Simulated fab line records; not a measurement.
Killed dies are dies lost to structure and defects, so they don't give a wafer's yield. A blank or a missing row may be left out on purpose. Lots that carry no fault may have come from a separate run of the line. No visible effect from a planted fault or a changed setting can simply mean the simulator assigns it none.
fab line records	flow sky130
record lots=24	wafers=72	lastDay=50
route steps=708 shown LI_CONTACT@381 CONTACT@429 VIA1@480 METAL2@484
lots that met no fault: taken from a fault-free run of the same line
startH: hours from the record's opening day to when the first of the lot's shown wafers began	waitH: hours since the lot's step before	" as in the row above	L1.1+2: a single row standing in for several wafers	- no value, or no start given	* or withheld: withheld	< > ~ a bound
route shown NAME@n: NAME is a module with steps in the file, n the number in the route of the first one	usual: mean and standard deviation over wafers with no fault	same: alike in all rows	chamber/n: place in a boat	sites: per-site readings	_std_site: the standard deviation of these	_edge_site: inner sites' mean taken away from outer sites' mean	radiusMm: for every site, how far away it sits from the centre of the wafer	mask NAME#n: copy n	behind: the tool/chamber that last shaped the wafer	hold: what put the lot on hold/how long, in hours/how the hold closed	device: transistor that didn't switch, given as n, p or np	end of line: the same wafers' tests at the end of the route	step lacking rows: just its recipe	killed: dies that structure and defects cost at the first sort, which is not the same as the wafer's yield	map: shows each die of a wafer: x if killed, . if not, _ if none is there
set.NAME: the setting that was run; set.NAME@STEP: the one run at that earlier step	model.NAME: the simulator's own value behind a step, which no gauge read
the route's steps for a sample of lots (tables are steps, rows are wafers)
services: the hour from which a tool's chamber was out of use, counted from the record's first day as startH (under 0 if before that day), plus the number of hours and why
## steps
# step SKY_LI_CONTACT_SPUTTER_19
# recipe material=Ti	targetThkNm=20	chamberPressurePa=5	powerW=2500	substrateTempC=200	timeS=106.37
# usual cathodeDcPowerW=2500.0/0.45	throttleValvePct=30.2/0.8
lot.wafer	tool	chamber	startH	waitH	cathodeDcPowerW	throttleValvePct
L075.4	pvdSputter-02	-	693.55	0.0	2501.4	29.4
L075.5	"	-	"	"	2500.0	31.6
L075.6	"	-	"	"	2500.1	29.5
L074.2	pvdSputter-04	-	695.74	0.0	2499.6	29.2
L074.3	"	-	"	"	2500.6	30.1
L074.4	"	-	"	"	2500.0	29.9
L076.1	pvdSputter-01	-	705.96	0.0	2499.2	30.2
L076.2	"	-	"	"	2500.3	30.8
L076.4	"	-	"	"	2499.7	30.1
L077.1	pvdSputter-01	-	709.56	0.0	2500.2	30.8
L077.2	"	-	"	"	2500.1	29.8
L077.5	"	-	"	"	2500.5	30.0
L078.1	pvdSputter-01	-	719.55	0.0	2499.7	30.8
L078.2	"	-	"	"	2500.1	30.0
L078.3	"	-	"	"	2500.4	30.9
L079.2	pvdSputter-04	-	723.38	0.0	2500.1	29.7
L079.3	"	-	"	"	2500.8	29.6
L079.6	"	-	"	"	2500.8	29.2
L080.1	pvdSputter-04	-	733.11	0.0	2500.0	29.3
L080.3	"	-	"	"	2500.3	31.7
L080.6	"	-	"	"	2499.6	29.9
L081.4	pvdSputter-04	-	736.41	0.0	2500.7	30.2
L081.5	"	-	"	"	2499.9	29.7
L081.6	"	-	"	"	2500.1	30.4
L082.4	pvdSputter-04	-	745.10	0.0	2499.7	30.1
L082.5	"	-	"	"	2499.6	29.3
L082.6	"	-	"	"	2499.7	31.5
L083.1	pvdSputter-04	-	752.85	0.0	2500.1	31.6
L083.2	"	-	"	"	2500.0	30.1
L083.3	"	-	"	"	2499.4	29.3
L084.3	pvdSputter-04	-	756.73	0.0	2499.8	29.8
L084.5	"	-	"	"	2500.4	29.4
L084.6	"	-	"	"	2499.9	30.1
L085.1	pvdSputter-02	-	768.56	0.0	2500.0	29.3
L085.2	"	-	"	"	2499.6	31.5
L085.5	"	-	"	"	2500.3	30.0
L086.1	pvdSputter-01	-	775.41	0.0	2500.6	29.5
L086.2	"	-	"	"	2499.9	30.5
L086.5	"	-	"	"	2500.3	30.8
L087.3	pvdSputter-04	-	781.66	0.0	2500.0	29.8
L087.4	"	-	"	"	2499.3	31.5
L087.6	"	-	"	"	2499.5	30.2
L088.2	pvdSputter-01	-	795.50	0.0	2499.5	31.0
L088.4	"	-	"	"	2500.0	30.6
L088.6	"	-	"	"	2499.8	29.9
L089.4	pvdSputter-01	-	797.27	0.0	2501.0	31.0
L089.5	"	-	"	"	2500.4	30.8
L089.6	"	-	"	"	2499.2	29.9
L090.1	pvdSputter-02	-	814.05	0.0	2500.0	31.4
L090.5	"	-	"	"	2499.8	29.0
L090.6	"	-	"	"	2499.9	29.6
L091.1	pvdSputter-04	-	819.40	0.0	2500.5	29.9
L091.4	"	-	"	"	2500.3	30.2
L091.5	"	-	"	"	2500.1	29.3
L093.1	pvdSputter-02	-	820.55	0.0	2500.3	29.3
L093.4	"	-	"	"	2500.0	31.1
L093.6	"	-	"	"	2500.3	29.1
L092.1	pvdSputter-02	-	824.25	0.0	2500.5	29.4
L092.4	"	-	"	"	2499.3	30.1
L092.5	"	-	"	"	2500.4	31.2
L094.1	pvdSputter-04	-	830.66	0.0	2500.4	30.3
L094.3	"	-	"	"	2500.2	29.1
L094.4	"	-	"	"	2500.3	31.4
L095.1	pvdSputter-02	-	846.57	0.0	2499.3	30.2
L095.3	"	-	"	"	2499.4	31.6
L095.6	"	-	"	"	2499.6	29.9
L096.1	pvdSputter-02	-	854.11	0.0	2499.3	29.2
L096.2	"	-	"	"	2499.7	29.0
L096.3	"	-	"	"	2500.5	31.3
L097.3	pvdSputter-04	-	865.12	0.0	2500.3	29.9
L097.4	"	-	"	"	2500.2	29.6
L097.6	"	-	"	"	2500.4	31.9
# step SKY_LI_CONTACT_RS_MEAS_22
# recipe thkMeasGauge=four-point-probe	reads=W_of_LI_CONTACT_CVD_21+TiN_of_LI_CONTACT_SPUTTER_20+Ti_of_LI_CONTACT_SPUTTER_19
# usual LI_CONTACT_W_RS=0.2865/0.0029
lot.wafer	tool	chamber	startH	waitH	LI_CONTACT_W_RS[ohm/sq]
L075.4	filmMetro-03	-	693.87	0.1	0.2876
L075.5	"	-	"	"	0.2898
L075.6	"	-	"	"	0.2883
L074.2	filmMetro-01	-	696.02	0.1	0.2897
L074.3	"	-	"	"	0.2928
L074.4	"	-	"	"	0.2909
L076.1	filmMetro-02	-	706.22	0.1	0.2903
L076.2	"	-	"	"	0.2900
L076.4	"	-	"	"	0.2844
L077.1	filmMetro-03	-	709.82	0.1	0.2865
L077.2	"	-	"	"	0.2882
L077.5	"	-	"	"	0.2846
L078.1	filmMetro-02	-	719.81	0.1	0.2836
L078.2	"	-	"	"	0.2829
L078.3	"	-	"	"	0.2823
L079.2	filmMetro-01	-	723.67	0.1	0.2848
L079.3	"	-	"	"	0.2832
L079.6	"	-	"	"	0.2862
L080.1	filmMetro-02	-	733.37	0.1	0.2836
L080.3	"	-	"	"	0.2869
L080.6	"	-	"	"	0.2853
L081.4	filmMetro-01	-	736.73	0.1	0.2851
L081.5	"	-	"	"	0.2833
L081.6	"	-	"	"	0.2881
L082.4	filmMetro-02	-	745.42	0.1	0.2859
L082.5	"	-	"	"	0.2883
L082.6	"	-	"	"	0.2863
L083.1	filmMetro-02	-	753.11	0.1	0.2840
L083.2	"	-	"	"	0.2839
L083.3	"	-	"	"	0.2852
L084.3	filmMetro-03	-	757.03	0.1	0.2879
L084.5	"	-	"	"	0.2885
L084.6	"	-	"	"	0.2866
L085.1	filmMetro-02	-	768.83	0.1	0.2868
L085.2	"	-	"	"	0.2889
L085.5	"	-	"	"	0.2894
L086.1	filmMetro-02	-	775.67	0.1	0.2848
L086.2	"	-	"	"	0.2872
L086.5	"	-	"	"	0.2842
L087.3	filmMetro-02	-	781.97	0.1	0.2891
L087.4	"	-	"	"	0.2891
L087.6	"	-	"	"	0.2851
L088.2	filmMetro-02	-	795.78	0.1	0.2842
L088.4	"	-	"	"	0.2862
L088.6	"	-	"	"	0.2867
L089.4	filmMetro-01	-	797.59	0.1	0.2900
L089.5	"	-	"	"	0.2888
L089.6	"	-	"	"	0.2890
L090.1	filmMetro-01	-	814.31	0.1	0.2855
L090.5	"	-	"	"	0.2825
L090.6	"	-	"	"	0.2879
L091.1	filmMetro-01	-	819.66	0.1	0.2860
L091.4	"	-	"	"	0.2865
L091.5	"	-	"	"	0.2884
L093.1	filmMetro-01	-	820.81	0.1	0.2836
L093.4	"	-	"	"	0.2855
L093.6	"	-	"	"	0.2854
L092.1	filmMetro-01	-	824.51	0.1	0.2816
L092.4	"	-	"	"	0.2812
L092.5	"	-	"	"	0.2814
L094.1	filmMetro-02	-	830.92	0.1	0.2831
L094.3	"	-	"	"	0.2819
L094.4	"	-	"	"	0.2830
L095.1	filmMetro-03	-	846.83	0.1	0.2854
L095.3	"	-	"	"	0.2850
L095.6	"	-	"	"	0.2885
L096.1	filmMetro-03	-	854.38	0.1	0.2885
L096.2	"	-	"	"	0.2936
L096.3	"	-	"	"	0.2913
L097.3	filmMetro-03	-	865.42	0.1	0.2834
L097.4	"	-	"	"	0.2868
L097.6	"	-	"	"	0.2861
# step SKY_CONTACT_SPUTTER_23
# recipe material=TiN	targetThkNm=20	chamberPressurePa=5	powerW=4000	timeS=80
# usual cathodeDcPowerW=4000.0/0.7	throttleValvePct=30.2/0.83
lot.wafer	tool	chamber	startH	waitH	cathodeDcPowerW	throttleValvePct
L075.4	pvdSputter-04	-	751.88	0.0	4000.6	29.3
L075.5	"	-	"	"	4000.2	30.0
L075.6	"	-	"	"	3999.4	31.7
L074.2	pvdSputter-04	-	754.80	0.0	3999.1	29.4
L074.3	"	-	"	"	4000.2	30.3
L074.4	"	-	"	"	4000.6	31.5
L076.1	pvdSputter-03	-	764.84	0.0	4000.2	31.2
L076.2	"	-	"	"	3999.9	29.6
L076.4	"	-	"	"	3999.9	30.0
L077.1	pvdSputter-04	-	768.50	0.0	3999.7	30.3
L077.2	"	-	"	"	3999.1	29.7
L077.5	"	-	"	"	4000.4	29.2
L078.1	pvdSputter-04	-	777.55	0.0	4000.1	31.6
L078.2	"	-	"	"	3999.5	29.9
L078.3	"	-	"	"	4000.4	29.1
L079.2	pvdSputter-02	-	780.03	0.0	3999.2	31.6
L079.3	"	-	"	"	3999.6	29.3
L079.6	"	-	"	"	4000.6	30.2
L080.1	pvdSputter-04	-	791.50	0.0	3999.8	30.1
L080.3	"	-	"	"	3999.1	29.3
L080.6	"	-	"	"	4000.5	30.0
L081.4	pvdSputter-03	-	793.35	0.0	3999.0	29.9
L081.5	"	-	"	"	3999.7	30.1
L081.6	"	-	"	"	4000.0	31.0
L082.4	pvdSputter-02	-	802.85	0.0	3999.5	28.9
L082.5	"	-	"	"	3999.8	29.3
L082.6	"	-	"	"	4000.2	29.9
L083.1	pvdSputter-02	-	809.10	0.0	3999.9	31.3
L083.2	"	-	"	"	4000.8	29.3
L083.3	"	-	"	"	3999.9	29.8
L084.3	pvdSputter-04	-	815.00	0.0	4000.4	31.7
L084.5	"	-	"	"	4001.6	31.6
L084.6	"	-	"	"	4001.2	29.5
L085.1	pvdSputter-04	-	825.20	0.0	4000.1	31.4
L085.2	"	-	"	"	3999.9	29.1
L085.5	"	-	"	"	4000.1	29.4
L086.1	pvdSputter-03	-	832.00	0.0	4000.2	30.3
L086.2	"	-	"	"	4000.7	29.9
L086.5	"	-	"	"	3999.1	30.1
L087.3	pvdSputter-02	-	837.95	0.0	4000.8	29.3
L087.4	"	-	"	"	4000.0	31.4
L087.6	"	-	"	"	4000.4	31.6
L088.2	pvdSputter-02	-	850.42	0.0	4000.6	29.2
L088.4	"	-	"	"	4000.3	30.0
L088.6	"	-	"	"	3997.1	29.1
L089.4	pvdSputter-04	-	853.49	0.0	4000.8	31.8
L089.5	"	-	"	"	4000.8	29.9
L089.6	"	-	"	"	4000.7	30.2
L090.1	pvdSputter-03	-	869.47	0.0	4000.1	29.7
L090.5	"	-	"	"	3999.8	29.9
L090.6	"	-	"	"	4000.0	30.2
L091.1	pvdSputter-02	-	874.09	0.0	3998.4	29.8
L091.4	"	-	"	"	3999.4	29.1
L091.5	"	-	"	"	4000.2	30.0
L093.1	pvdSputter-03	-	876.32	0.0	4000.8	30.4
L093.4	"	-	"	"	3999.0	30.0
L093.6	"	-	"	"	4000.0	30.3
L092.1	pvdSputter-03	-	879.85	0.0	4000.2	30.2
L092.4	"	-	"	"	3999.8	30.2
L092.5	"	-	"	"	3999.8	30.9
L094.1	pvdSputter-02	-	885.10	0.0	4000.2	31.5
L094.3	"	-	"	"	4000.5	30.2
L094.4	"	-	"	"	3999.3	29.0
L095.1	pvdSputter-04	-	901.79	0.0	3999.6	30.1
L095.3	"	-	"	"	3999.9	31.6
L095.6	"	-	"	"	4000.1	29.3
L096.1	pvdSputter-04	-	909.83	0.0	3999.5	30.2
L096.2	"	-	"	"	3999.6	31.7
L096.3	"	-	"	"	4000.5	29.0
L097.3	pvdSputter-04	-	920.34	0.0	4000.3	31.7
L097.4	"	-	"	"	3998.3	30.3
L097.6	"	-	"	"	4000.3	31.8
# step SKY_VIA1_RS_MEAS_22
# recipe thkMeasGauge=four-point-probe	reads=W_of_VIA1_CVD_21+TiN_of_VIA1_SPUTTER_20
# usual VIA1_W_RS=0.427/0.0038
lot.wafer	tool	chamber	startH	waitH	VIA1_W_RS[ohm/sq]
L075.4	filmMetro-02	-	807.85	0.1	0.418
L075.5	"	-	"	"	0.423
L075.6	"	-	"	"	0.424
L074.2	filmMetro-02	-	811.29	0.1	0.428
L074.3	"	-	"	"	0.427
L074.4	"	-	"	"	0.429
L076.1	filmMetro-01	-	821.27	0.1	0.428
L076.2	"	-	"	"	0.423
L076.4	"	-	"	"	0.429
L077.1	filmMetro-02	-	825.38	0.1	0.422
L077.2	"	-	"	"	0.423
L077.5	"	-	"	"	0.425
L078.1	filmMetro-03	-	833.71	0.1	0.428
L078.2	"	-	"	"	0.425
L078.3	"	-	"	"	0.423
L079.2	filmMetro-01	-	836.69	0.1	0.427
L079.3	"	-	"	"	0.433
L079.6	"	-	"	"	0.428
L080.1	filmMetro-03	-	847.82	0.1	0.422
L080.3	"	-	"	"	0.429
L080.6	"	-	"	"	0.427
L081.4	filmMetro-01	-	849.93	0.1	0.429
L081.5	"	-	"	"	0.425
L081.6	"	-	"	"	0.428
L082.4	filmMetro-02	-	858.25	0.1	0.426
L082.5	"	-	"	"	0.429
L082.6	"	-	"	"	0.427
L083.1	filmMetro-03	-	864.63	0.1	0.425
L083.2	"	-	"	"	0.430
L083.3	"	-	"	"	0.428
L084.3	filmMetro-01	-	871.27	0.1	0.426
L084.5	"	-	"	"	0.425
L084.6	"	-	"	"	0.430
L085.1	filmMetro-02	-	880.98	0.1	0.434
L085.2	"	-	"	"	0.431
L085.5	"	-	"	"	0.426
L086.1	filmMetro-01	-	886.71	0.1	0.424
L086.2	"	-	"	"	0.428
L086.5	"	-	"	"	0.426
L087.3	filmMetro-02	-	893.65	0.1	0.424
L087.4	"	-	"	"	0.426
L087.6	"	-	"	"	0.426
L088.2	filmMetro-03	-	905.39	0.1	0.427
L088.4	"	-	"	"	0.431
L088.6	"	-	"	"	0.420
L089.4	filmMetro-03	-	908.57	0.1	0.422
L089.5	"	-	"	"	0.423
L089.6	"	-	"	"	0.428
L090.1	filmMetro-02	-	923.17	0.1	0.425
L090.5	"	-	"	"	0.434
L090.6	"	-	"	"	0.434
L091.1	filmMetro-01	-	927.50	0.1	0.429
L091.4	"	-	"	"	0.434
L091.5	"	-	"	"	0.430
L093.1	filmMetro-03	-	930.61	0.1	0.427
L093.4	"	-	"	"	0.429
L093.6	"	-	"	"	0.430
L092.1	filmMetro-02	-	933.64	0.1	0.419
L092.4	"	-	"	"	0.424
L092.5	"	-	"	"	0.421
L094.1	filmMetro-01	-	938.72	0.1	0.429
L094.3	"	-	"	"	0.424
L094.4	"	-	"	"	0.427
L095.1	filmMetro-01	-	954.65	0.1	0.429
L095.3	"	-	"	"	0.432
L095.6	"	-	"	"	0.435
L096.1	filmMetro-03	-	962.80	0.1	0.433
L096.2	"	-	"	"	0.429
L096.3	"	-	"	"	0.425
L097.3	filmMetro-03	-	972.36	0.1	0.438
L097.4	"	-	"	"	0.424
L097.6	"	-	"	"	0.425
# step SKY_METAL2_SPUTTER_01
# recipe material=TiN	targetThkNm=20	powerW=6500	timeS=16.7	chamberPressurePa=0.4
# usual cathodeDcPowerW=6500.1/1.3	throttleValvePct=30.2/0.71
lot.wafer	tool	chamber	startH	waitH	cathodeDcPowerW	throttleValvePct
L075.4	pvdSputter-03	-	808.29	0.0	6500.7	29.7
L075.5	"	-	"	"	6499.0	30.2
L075.6	"	-	"	"	6498.0	30.8
L074.2	pvdSputter-03	-	811.77	0.0	6500.7	30.2
L074.3	"	-	"	"	6501.5	30.9
L074.4	"	-	"	"	6499.9	29.5
L076.1	pvdSputter-01	-	821.77	0.0	6501.1	30.9
L076.2	"	-	"	"	6500.3	30.2
L076.4	"	-	"	"	6500.3	29.8
L077.1	pvdSputter-02	-	825.88	0.0	6498.8	31.5
L077.2	"	-	"	"	6498.7	29.2
L077.5	"	-	"	"	6498.8	28.9
L078.1	pvdSputter-02	-	834.22	0.0	6501.1	31.3
L078.2	"	-	"	"	6499.7	29.9
L078.3	"	-	"	"	6499.9	29.2
L079.2	pvdSputter-03	-	837.17	0.0	6499.8	30.2
L079.3	"	-	"	"	6499.0	30.8
L079.6	"	-	"	"	6500.4	29.9
L080.1	pvdSputter-02	-	848.33	0.0	6498.1	29.2
L080.3	"	-	"	"	6500.6	29.9
L080.6	"	-	"	"	6501.4	31.6
L081.4	pvdSputter-01	-	850.37	0.0	6500.8	31.0
L081.5	"	-	"	"	6500.2	30.0
L081.6	"	-	"	"	6501.1	31.0
L082.4	pvdSputter-01	-	858.69	0.0	6499.6	30.7
L082.5	"	-	"	"	6500.5	30.8
L082.6	"	-	"	"	6500.8	29.8
L083.1	pvdSputter-03	-	865.13	0.0	6498.2	29.6
L083.2	"	-	"	"	6501.6	29.9
L083.3	"	-	"	"	6500.4	29.9
L084.3	pvdSputter-03	-	871.74	0.0	6500.5	30.2
L084.5	"	-	"	"	6502.8	30.2
L084.6	"	-	"	"	6499.8	29.8
L085.1	pvdSputter-03	-	881.48	0.0	6499.5	30.9
L085.2	"	-	"	"	6499.6	30.3
L085.5	"	-	"	"	6499.4	29.8
L086.1	pvdSputter-02	-	887.22	0.0	6499.7	29.1
L086.2	"	-	"	"	6501.1	31.3
L086.5	"	-	"	"	6499.5	29.3
L087.3	pvdSputter-03	-	894.11	0.0	6497.8	30.1
L087.4	"	-	"	"	6499.5	29.8
L087.6	"	-	"	"	6497.8	30.9
L088.2	pvdSputter-03	-	905.87	0.0	6501.1	30.1
L088.4	"	-	"	"	6501.7	30.3
L088.6	"	-	"	"	6503.4	30.2
L089.4	pvdSputter-03	-	909.16	0.0	6500.1	30.2
L089.5	"	-	"	"	6501.3	30.8
L089.6	"	-	"	"	6499.4	30.3
L090.1	pvdSputter-02	-	923.67	0.0	6499.1	31.3
L090.5	"	-	"	"	6499.9	31.7
L090.6	"	-	"	"	6500.1	29.2
L091.1	pvdSputter-02	-	928.00	0.0	6496.9	29.3
L091.4	"	-	"	"	6500.3	29.3
L091.5	"	-	"	"	6499.6	29.2
L093.1	pvdSputter-02	-	931.12	0.0	6499.0	29.2
L093.4	"	-	"	"	6501.1	29.1
L093.6	"	-	"	"	6498.8	29.3
L092.1	pvdSputter-02	-	934.15	0.0	6502.2	29.1
L092.4	"	-	"	"	6500.0	31.5
L092.5	"	-	"	"	6500.6	29.7
L094.1	pvdSputter-01	-	939.22	0.0	6499.9	31.2
L094.3	"	-	"	"	6499.9	30.6
L094.4	"	-	"	"	6500.3	30.0
L095.1	pvdSputter-01	-	955.16	0.0	6500.6	31.3
L095.3	"	-	"	"	6500.2	29.7
L095.6	"	-	"	"	6501.6	30.0
L096.1	pvdSputter-03	-	963.31	0.0	6501.6	29.8
L096.2	"	-	"	"	6496.3	30.2
L096.3	"	-	"	"	6502.0	30.3
L097.3	pvdSputter-01	-	972.82	0.0	6500.6	30.0
L097.4	"	-	"	"	6501.1	31.0
L097.6	"	-	"	"	6499.2	30.1
# step SKY_METAL2_OVL_MEAS_16
# usual METAL2_OVL=0/5.1
lot.wafer	tool	chamber	startH	waitH	METAL2_OVL[nm]
L075.4	overlay-01	-	835.06	0.1	-7
L075.5	"	-	"	"	-3
L075.6	"	-	"	"	-3
L074.2	overlay-01	-	838.65	0.1	1
L074.3	"	-	"	"	0
L074.4	"	-	"	"	6
L076.1	overlay-01	-	848.64	0.1	-2
L076.2	"	-	"	"	0
L076.4	"	-	"	"	-1
L077.1	overlay-01	-	852.84	0.1	-2
L077.2	"	-	"	"	8
L077.5	"	-	"	"	-4
L078.1	overlay-02	-	860.39	0.1	-7
L078.2	"	-	"	"	-1
L078.3	"	-	"	"	-9
L079.2	overlay-02	-	862.75	0.1	9
L079.3	"	-	"	"	7
L079.6	"	-	"	"	0
L080.1	overlay-01	-	874.79	0.1	0
L080.3	"	-	"	"	1
L080.6	"	-	"	"	0
L081.4	overlay-02	-	876.56	0.1	-1
L081.5	"	-	"	"	-3
L081.6	"	-	"	"	2
L082.4	overlay-01	-	884.71	0.1	1
L082.5	"	-	"	"	0
L082.6	"	-	"	"	6
L083.1	overlay-01	-	891.19	0.1	5
L083.2	"	-	"	"	-6
L083.3	"	-	"	"	0
L084.3	overlay-01	-	897.15	0.1	4
L084.5	"	-	"	"	1
L084.6	"	-	"	"	12
L085.1	overlay-01	-	907.54	0.1	-1
L085.2	"	-	"	"	6
L085.5	"	-	"	"	1
L086.1	overlay-02	-	912.29	0.1	2
L086.2	"	-	"	"	5
L086.5	"	-	"	"	0
L087.3	overlay-01	-	919.85	0.1	-7
L087.4	"	-	"	"	0
L087.6	"	-	"	"	-8
L088.2	overlay-02	-	930.89	0.1	4
L088.4	"	-	"	"	-2
L088.6	"	-	"	"	6
L089.4	overlay-01	-	934.56	0.1	-5
L089.5	"	-	"	"	6
L089.6	"	-	"	"	-1
L090.1	overlay-02	-	948.09	0.1	4
L090.5	"	-	"	"	14
L090.6	"	-	"	"	4
L091.1	overlay-01	-	952.59	0.1	-14
L091.4	"	-	"	"	-7
L091.5	"	-	"	"	-14
L093.1	overlay-01	-	956.24	0.1	-4
L093.4	"	-	"	"	1
L093.6	"	-	"	"	1
L092.1	overlay-01	-	958.69	0.1	1
L092.4	"	-	"	"	-7
L092.5	"	-	"	"	0
L094.1	overlay-02	-	964.09	0.1	2
L094.3	"	-	"	"	5
L094.4	"	-	"	"	1
L095.1	overlay-02	-	979.39	0.1	-1
L095.3	"	-	"	"	-8
L095.6	"	-	"	"	2
L096.1	overlay-01	-	987.64	0.1	-9
L096.2	"	-	"	"	-8
L096.3	"	-	"	"	0
L097.3	overlay-02	-	996.95	0.1	5
L097.4	"	-	"	"	1
L097.6	"	-	"	"	9
## services
tool	chamber	startH	hours	kind
pvdSputter-03	1	703.10	-	consumableReplace:kit
pvdSputter-03	1	703.10	18.0	scheduledDown
pvdSputter-03	1	703.10	18.0	ventCycle
pvdSputter-02	-	708.55	1.4	repair
pvdSputter-01	-	715.45	3.6	repair
pvdSputter-02	-	768.86	9.1	repair
pvdSputter-04	-	770.27	6.0	repair
pvdSputter-04	-	791.63	6.7	repair
pvdSputter-01	1	800.69	-	consumableReplace:kit
pvdSputter-04	3	811.24	-	consumableReplace:kit
pvdSputter-04	3	811.24	18.0	scheduledDown
pvdSputter-04	3	811.24	18.0	ventCycle
pvdSputter-03	-	814.96	2.6	repair
pvdSputter-04	-	822.06	1.9	repair
pvdSputter-04	-	825.36	3.1	repair
pvdSputter-03	0	856.74	-	consumableReplace:kit
pvdSputter-03	0	856.74	18.0	scheduledDown
pvdSputter-03	0	856.74	18.0	ventCycle
pvdSputter-03	-	858.00	2.0	repair
pvdSputter-03	-	911.76	4.0	repair
pvdSputter-02	0	952.87	-	consumableReplace:kit
pvdSputter-02	0	952.87	18.0	scheduledDown
pvdSputter-02	0	952.87	18.0	ventCycle
pvdSputter-01	-	953.55	0.6	repair
## key
fault none
